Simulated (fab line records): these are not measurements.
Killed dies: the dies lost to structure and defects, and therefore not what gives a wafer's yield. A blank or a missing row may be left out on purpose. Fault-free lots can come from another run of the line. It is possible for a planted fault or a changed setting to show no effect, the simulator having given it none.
fab line records -- flow gf180mcu
record lots=13, wafers=39, last_day=34
route steps=602 shown HV_LDD@185 M1@319 M2@378
lots untouched by any fault: they come from a run of this same line in which no faults occurred
start_h: the number of hours between the record's first day and the start of the first shown wafer of the lot -- wait_h: hours since the lot's step before -- " identical to the entry in the row above -- L1.1+2: a single row standing in for several wafers -- - no value present, or no start provided -- * or withheld: withheld -- < > ~ a bound
route shown NAME@n: NAME is a module with steps in the file, n the number in the route of the first one -- usual: the fault-free wafers' mean and standard deviation -- same: alike in all rows -- chamber/n: place in a boat -- sites: each site's reading -- _std_site: standard deviation of those values -- _edge_site: mean of outer sites minus mean of inner sites -- radius_mm: for every site, how far away it sits from the centre of the wafer -- mask NAME#n: copy n -- behind: the last tool/chamber to shape the wafer -- hold: why the lot was held/for how many hours/how that ended -- device: whichever transistor did not switch (one of n, p or np) -- end of line: at the end of the route, the tests of the same wafers -- for a step that has no rows: nothing shown but its recipe -- killed: count of dies lost to structure and defects at first sort (not the wafer's yield) -- map: the dies of a wafer, with x for killed, . for not killed, _ for no die there
set.NAME: the setting as run; set.NAME@STEP: as run at that earlier step -- model.NAME: the simulator's own value behind a step, which no gauge read
route steps across a sampled set of lots; one table per step, one row per wafer
services: from which hour (start_h, from the record's first day; less than 0 if before it) a tool's chamber was out of use, for how many hours, and why
## steps
# step GF_HV_LDD_IMPLANT_09
# recipe species=As, energy_kev=40, dose_cm2=1e+14, tilt_deg=7.155
# usual beam_energy_keV=40.000/0.012, dose_ions_cm2=1.0001e+14/9.6e+10
lot.wafer,tool,chamber,start_h,wait_h,beam_energy_keV,dose_ions_cm2
L706.1,implanter-03,0,219.63,0.0,40.025,9.989e+13
L706.2,implanter-03,0,219.63,0.0,40.013,1e+14
L706.4,implanter-03,0,219.63,0.0,40.015,9.992e+13
L707.2,implanter-02,0,227.83,0.0,39.990,9.996e+13
L707.4,implanter-02,0,227.83,0.0,39.988,9.993e+13
L707.6,implanter-02,0,227.83,0.0,39.996,9.991e+13
L708.2,implanter-02,0,234.76,0.0,39.996,1.0008e+14
L708.4,implanter-02,0,234.76,0.0,40.010,1.0001e+14
L708.5,implanter-02,0,234.76,0.0,40.006,1.0013e+14
L710.3,implanter-03,0,247.38,0.1,39.988,1.0001e+14
L710.4,implanter-03,0,247.38,0.1,39.983,1.0018e+14
L710.5,implanter-03,0,247.38,0.1,39.969,9.996e+13
L713.1,implanter-03,0,280.23,0.0,39.991,1.0007e+14
L713.2,implanter-03,0,280.23,0.0,40.017,1.0013e+14
L713.6,implanter-03,0,280.23,0.0,40.014,1.0023e+14
L714.1,implanter-02,0,295.15,0.0,39.987,1.001e+14
L714.2,implanter-02,0,295.15,0.0,40.000,9.997e+13
L714.5,implanter-02,0,295.15,0.0,39.983,1.0003e+14
L717.1,implanter-03,0,314.25,0.0,40.002,1.0008e+14
L717.3,implanter-03,0,314.25,0.0,40.001,1.0003e+14
L717.6,implanter-03,0,314.25,0.0,40.012,1.0004e+14
L716.1,implanter-02,0,314.55,0.0,40.004,1.0004e+14
L716.4,implanter-02,0,314.55,0.0,40.014,9.975e+13
L716.6,implanter-02,0,314.55,0.0,40.022,1.0003e+14
L719.2,implanter-03,0,318.28,0.0,39.995,9.992e+13
L719.3,implanter-03,0,318.28,0.0,40.006,9.992e+13
L719.6,implanter-03,0,318.28,0.0,40.002,9.999e+13
L718.1,implanter-02,0,320.00,0.0,39.998,1.0011e+14
L718.2,implanter-02,0,320.00,0.0,39.999,1.0014e+14
L718.4,implanter-02,0,320.00,0.0,39.997,1.0015e+14
L723.1,implanter-02,0,350.33,0.0,40.006,9.773e+13
L723.3,implanter-02,0,350.33,0.0,39.999,9.766e+13
L723.4,implanter-02,0,350.33,0.0,39.989,9.756e+13
L725.1,implanter-03,0,361.90,0.0,39.989,9.998e+13
L725.3,implanter-03,0,361.90,0.0,39.984,1.0006e+14
L725.6,implanter-03,0,361.90,0.0,39.987,1.001e+14
L726.2,implanter-02,0,369.93,0.0,40.003,9.755e+13
L726.3,implanter-02,0,369.93,0.0,39.999,9.773e+13
L726.5,implanter-02,0,369.93,0.0,39.993,9.766e+13
# step GF_HV_LDD_CD_MEAS_46
# recipe target_cd_nm=400
# usual cd_nm=402.3/2.8
lot.wafer,tool,chamber,start_h,wait_h,cd_nm
L706.1,cd_sem-01,-,276.85,0.1,405.1
L706.2,cd_sem-01,-,276.85,0.1,402.9
L706.4,cd_sem-01,-,276.85,0.1,402.8
L707.2,cd_sem-01,-,284.97,0.1,403.2
L707.4,cd_sem-01,-,284.97,0.1,404.5
L707.6,cd_sem-01,-,284.97,0.1,398.5
L708.2,cd_sem-02,-,292.32,0.1,399.4
L708.4,cd_sem-02,-,292.32,0.1,400.7
L708.5,cd_sem-02,-,292.32,0.1,400.2
L710.3,cd_sem-01,-,306.09,0.1,404.5
L710.4,cd_sem-01,-,306.09,0.1,406.3
L710.5,cd_sem-01,-,306.09,0.1,404.7
L713.1,cd_sem-01,-,341.59,0.1,404.0
L713.2,cd_sem-01,-,341.59,0.1,401.6
L713.6,cd_sem-01,-,341.59,0.1,403.5
L714.1,cd_sem-02,-,360.04,0.1,405.3
L714.2,cd_sem-02,-,360.04,0.1,405.9
L714.5,cd_sem-02,-,360.04,0.1,404.8
L717.1,cd_sem-02,-,379.69,0.1,399.5
L717.3,cd_sem-02,-,379.69,0.1,400.3
L717.6,cd_sem-02,-,379.69,0.1,399.1
L716.1,cd_sem-01,-,381.49,0.1,402.2
L716.4,cd_sem-01,-,381.49,0.1,402.5
L716.6,cd_sem-01,-,381.49,0.1,401.8
L719.2,cd_sem-02,-,383.64,0.1,399.9
L719.3,cd_sem-02,-,383.64,0.1,396.6
L719.6,cd_sem-02,-,383.64,0.1,400.3
L718.1,cd_sem-02,-,386.04,0.1,405.5
L718.2,cd_sem-02,-,386.04,0.1,406.5
L718.4,cd_sem-02,-,386.04,0.1,406.7
L723.1,cd_sem-01,-,418.14,0.1,401.9
L723.3,cd_sem-01,-,418.14,0.1,402.5
L723.4,cd_sem-01,-,418.14,0.1,402.1
L725.1,cd_sem-01,-,430.49,0.1,407.9
L725.3,cd_sem-01,-,430.49,0.1,407.6
L725.6,cd_sem-01,-,430.49,0.1,408.6
L726.2,cd_sem-02,-,440.01,0.1,405.8
L726.3,cd_sem-02,-,440.01,0.1,404.1
L726.5,cd_sem-02,-,440.01,0.1,404.4
# step GF_HV_LDD_RS_MEAS_53
# recipe thk_meas_gauge=four-point-probe
# usual HV_LDD_RS=418.6/0.88
lot.wafer,tool,chamber,start_h,wait_h,HV_LDD_RS[ohm/sq]
L706.1,film_metro-01,-,277.43,0.1,418.9
L706.2,film_metro-01,-,277.43,0.1,417.8
L706.4,film_metro-01,-,277.43,0.1,419.3
L707.2,film_metro-03,-,285.60,0.1,417.9
L707.4,film_metro-03,-,285.60,0.1,416.7
L707.6,film_metro-03,-,285.60,0.1,416.9
L708.2,film_metro-01,-,292.90,0.1,418.8
L708.4,film_metro-01,-,292.90,0.1,418.6
L708.5,film_metro-01,-,292.90,0.1,419.1
L710.3,film_metro-03,-,306.67,0.1,416.4
L710.4,film_metro-03,-,306.67,0.1,417.3
L710.5,film_metro-03,-,306.67,0.1,416.2
L713.1,film_metro-01,-,342.18,0.1,418.0
L713.2,film_metro-01,-,342.18,0.1,418.1
L713.6,film_metro-01,-,342.18,0.1,417.9
L714.1,film_metro-01,-,360.63,0.1,419.2
L714.2,film_metro-01,-,360.63,0.1,418.9
L714.5,film_metro-01,-,360.63,0.1,419.5
L717.1,film_metro-03,-,380.28,0.1,418.5
L717.3,film_metro-03,-,380.28,0.1,419.2
L717.6,film_metro-03,-,380.28,0.1,417.8
L716.1,film_metro-04,-,382.08,0.1,417.5
L716.4,film_metro-04,-,382.08,0.1,418.1
L716.6,film_metro-04,-,382.08,0.1,417.6
L719.2,film_metro-01,-,384.23,0.1,418.8
L719.3,film_metro-01,-,384.23,0.1,418.7
L719.6,film_metro-01,-,384.23,0.1,418.8
L718.1,film_metro-04,-,386.63,0.1,417.4
L718.2,film_metro-04,-,386.63,0.1,418.3
L718.4,film_metro-04,-,386.63,0.1,417.9
L723.1,film_metro-03,-,418.73,0.1,424.4
L723.3,film_metro-03,-,418.73,0.1,424.3
L723.4,film_metro-03,-,418.73,0.1,425.1
L725.1,film_metro-04,-,431.08,0.1,419.3
L725.3,film_metro-04,-,431.08,0.1,417.7
L725.6,film_metro-04,-,431.08,0.1,418.2
L726.2,film_metro-03,-,440.60,0.1,423.0
L726.3,film_metro-03,-,440.60,0.1,422.8
L726.5,film_metro-03,-,440.60,0.1,423.7
# step GF_M1_SPUTTER_04
# recipe material=TiN, target_thk_nm=50, power_w=6500, time_s=41.7, chamber_pressure_pa=0.4
# usual throttle_valve_pct=30.2/0.9
lot.wafer,tool,chamber,start_h,wait_h,throttle_valve_pct
L706.1,pvd_sputter-01,-,368.85,0.0,29.1
L706.2,pvd_sputter-01,-,368.85,0.0,31.5
L706.4,pvd_sputter-01,-,368.85,0.0,29.5
L707.2,pvd_sputter-04,-,377.07,0.0,30.9
L707.4,pvd_sputter-04,-,377.07,0.0,28.6
L707.6,pvd_sputter-04,-,377.07,0.0,30.8
L708.2,pvd_sputter-04,-,385.88,0.0,31.1
L708.4,pvd_sputter-04,-,385.88,0.0,30.7
L708.5,pvd_sputter-04,-,385.88,0.0,31.0
L710.3,pvd_sputter-04,-,400.33,0.0,31.0
L710.4,pvd_sputter-04,-,400.33,0.0,28.9
L710.5,pvd_sputter-04,-,400.33,0.0,31.0
L713.1,pvd_sputter-04,-,440.88,0.0,28.8
L713.2,pvd_sputter-04,-,440.88,0.0,30.8
L713.6,pvd_sputter-04,-,440.88,0.0,31.0
L714.1,pvd_sputter-04,-,459.61,0.0,31.2
L714.2,pvd_sputter-04,-,459.61,0.0,30.8
L714.5,pvd_sputter-04,-,459.61,0.0,30.6
L717.1,pvd_sputter-03,-,479.41,0.0,31.0
L717.3,pvd_sputter-03,-,479.41,0.0,29.8
L717.6,pvd_sputter-03,-,479.41,0.0,30.1
L716.1,pvd_sputter-03,-,482.78,0.0,31.0
L716.4,pvd_sputter-03,-,482.78,0.0,29.7
L716.6,pvd_sputter-03,-,482.78,0.0,29.6
L719.2,pvd_sputter-04,-,485.48,0.0,28.9
L719.3,pvd_sputter-04,-,485.48,0.0,30.6
L719.6,pvd_sputter-04,-,485.48,0.0,30.9
L718.1,pvd_sputter-04,-,487.61,0.0,31.0
L718.2,pvd_sputter-04,-,487.61,0.0,28.4
L718.4,pvd_sputter-04,-,487.61,0.0,30.9
L723.1,pvd_sputter-03,-,520.26,0.0,31.1
L723.3,pvd_sputter-03,-,520.26,0.0,30.0
L723.4,pvd_sputter-03,-,520.26,0.0,29.9
L725.1,pvd_sputter-04,-,533.25,0.0,31.0
L725.3,pvd_sputter-04,-,533.25,0.0,30.9
L725.6,pvd_sputter-04,-,533.25,0.0,30.8
L726.2,pvd_sputter-03,-,541.75,0.0,30.2
L726.3,pvd_sputter-03,-,541.75,0.0,29.6
L726.5,pvd_sputter-03,-,541.75,0.0,30.3
# step GF_M2_METAL_ETCH_16
# recipe chemistry=Cl2/BCl3, mask_material=KrF, target_depth_nm=750.8, stop_on=SiO2, pressure_mtorr=8, icp_w=800, bias_w=140, Cl2_flow_sccm=80, bcl3_flow_sccm=40, time_s=125.1
# usual drypump_motor_current_A=5.6/0.37, oes_product_au=0.993/0.0063, throttle_valve_pct=28.227/0.0099
lot.wafer,tool,chamber,start_h,wait_h,drypump_motor_current_A,oes_product_au,rf_hours_counter_h,throttle_valve_pct
L706.1,rie_metal-04,0,441.08,0.0,4.9,0.992,7,28.230
L706.2,rie_metal-04,1,441.08,0.0,5.9,0.979,4,28.245
L706.4,rie_metal-04,1,441.08,0.0,5.9,0.978,-,28.240
L707.2,rie_metal-03,0,449.88,0.0,5.5,0.981,2,28.239
L707.4,rie_metal-03,0,449.88,0.0,5.5,0.983,-,28.234
L707.6,rie_metal-03,0,449.88,0.0,5.5,0.985,-,28.227
L708.2,rie_metal-02,1,459.83,0.0,5.5,0.992,12,28.217
L708.4,rie_metal-02,1,459.83,0.0,5.5,0.992,-,28.223
L708.5,rie_metal-02,1,459.83,0.0,5.5,1.003,-,28.224
L710.3,rie_metal-04,1,474.72,0.1,5.9,0.984,-,28.239
L710.4,rie_metal-04,0,474.72,0.1,4.9,0.990,-,28.233
L710.5,rie_metal-04,1,474.72,0.1,5.9,0.995,-,28.221
L713.1,rie_metal-03,1,514.38,0.0,5.8,0.997,8,28.222
L713.2,rie_metal-03,0,514.38,0.0,5.4,0.988,4,28.233
L713.6,rie_metal-03,0,514.38,0.0,5.5,0.993,-,28.235
L714.1,rie_metal-02,1,533.75,0.0,5.5,0.998,1,28.220
L714.2,rie_metal-02,1,533.75,0.0,5.5,1.001,-,28.226
L714.5,rie_metal-02,1,533.75,0.0,5.5,0.994,-,28.236
L717.1,rie_metal-02,0,552.88,0.0,6.1,0.993,0,28.218
L717.3,rie_metal-02,0,552.88,0.0,6.1,1.006,-,28.246
L717.6,rie_metal-02,1,552.88,0.0,5.5,0.998,-,28.222
L716.1,rie_metal-04,1,555.18,0.0,5.9,0.982,7,28.226
L716.4,rie_metal-04,0,555.18,0.0,4.9,0.988,-,28.224
L716.6,rie_metal-04,0,555.18,0.0,4.9,0.993,-,28.239
L719.2,rie_metal-02,0,559.08,0.0,6.0,1.001,1,28.238
L719.3,rie_metal-02,0,559.08,0.0,6.0,0.999,-,28.233
L719.6,rie_metal-02,1,559.08,0.0,5.5,1.000,-,28.228
L718.1,rie_metal-02,0,561.73,0.0,6.0,0.997,1,28.240
L718.2,rie_metal-02,1,561.73,0.0,5.5,0.998,2,28.228
L718.4,rie_metal-02,1,561.73,0.0,5.5,0.994,-,28.209
L723.1,rie_metal-04,1,590.88,0.0,5.9,0.990,9,28.234
L723.3,rie_metal-04,1,590.88,0.0,5.9,0.991,-,28.226
L723.4,rie_metal-04,0,590.88,0.0,4.9,0.987,-,28.235
L725.1,rie_metal-02,1,602.20,0.0,5.5,0.997,3,28.215
L725.3,rie_metal-02,1,602.20,0.0,5.5,0.999,-,28.219
L725.6,rie_metal-02,1,602.20,0.0,5.5,0.991,-,28.231
L726.2,rie_metal-04,0,609.28,0.0,4.9,0.994,12,28.232
L726.3,rie_metal-04,0,609.28,0.0,4.9,0.990,-,28.242
L726.5,rie_metal-04,1,609.28,0.0,5.9,0.991,-,28.222
## services
tool,chamber,start_h,hours,kind
pvd_sputter-04,-,225.84,1.9,repair
implanter-02,-,235.70,2.2,repair
rie_metal-02,-,239.52,1.1,repair
rie_metal-02,0,250.78,5.3,repair
implanter-03,-,274.18,5.4,pm
implanter-03,-,293.09,3.5,repair
rie_metal-04,-,314.71,4.3,pm
pvd_sputter-04,-,354.02,1.0,repair
rie_metal-04,-,380.81,0.6,repair
rie_metal-04,-,394.62,0.1,repair
implanter-02,-,415.04,1.8,repair
rie_metal-02,0,422.51,13.6,repair
pvd_sputter-03,-,429.80,2.0,repair
implanter-03,-,445.61,3.6,repair
implanter-03,-,451.82,1.2,repair
implanter-03,-,464.93,2.1,repair
implanter-03,-,472.75,1.9,repair
implanter-03,-,473.10,2.9,repair
pvd_sputter-04,-,515.99,0.7,repair
implanter-03,-,523.72,2.2,repair
implanter-02,-,559.84,0.7,repair
rie_metal-02,1,576.41,13.0,repair
pvd_sputter-04,-,601.19,1.1,repair
rie_metal-02,0,601.62,18.1,repair
## key
first_sign step=GF_HV_LDD_IMPLANT_09, reading=dose_ions_cm2, direction=down, sigmas=25, usual=1.0001e+14, struck=9.765e+13
effect step=GF_HV_LDD_RS_MEAS_53, reading=HV_LDD_RS, direction=up, sigmas=6.1, usual=418.6, struck=423.9
met_at GF_HV_LDD_IMPLANT_09
struck_lots L723,L726
tester_left_out L723,L726
not_acting_at GF_HV_LDD_CD_MEAS_46,GF_M1_SPUTTER_04,GF_M2_METAL_ETCH_16
onset_between 320.00 350.33
fault kind=process_parameter_drift, tool=implanter-02, chamber=-, onset_h=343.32, steps=GF_HV_LDD_IMPLANT_09, channel=dose_cm2, offset=-2.3225e+12, shape=step, end_h=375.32, acts_in=these_recipes_only, stated=1e+14
# tester_left_out: of these lots the tester's yield and bins aren't shown, on N5 and GAA mostly nor the transistor test; their killed dies are dies lost to structure and defects alone, not to doping, threshold or leakage, so they don't give the yield
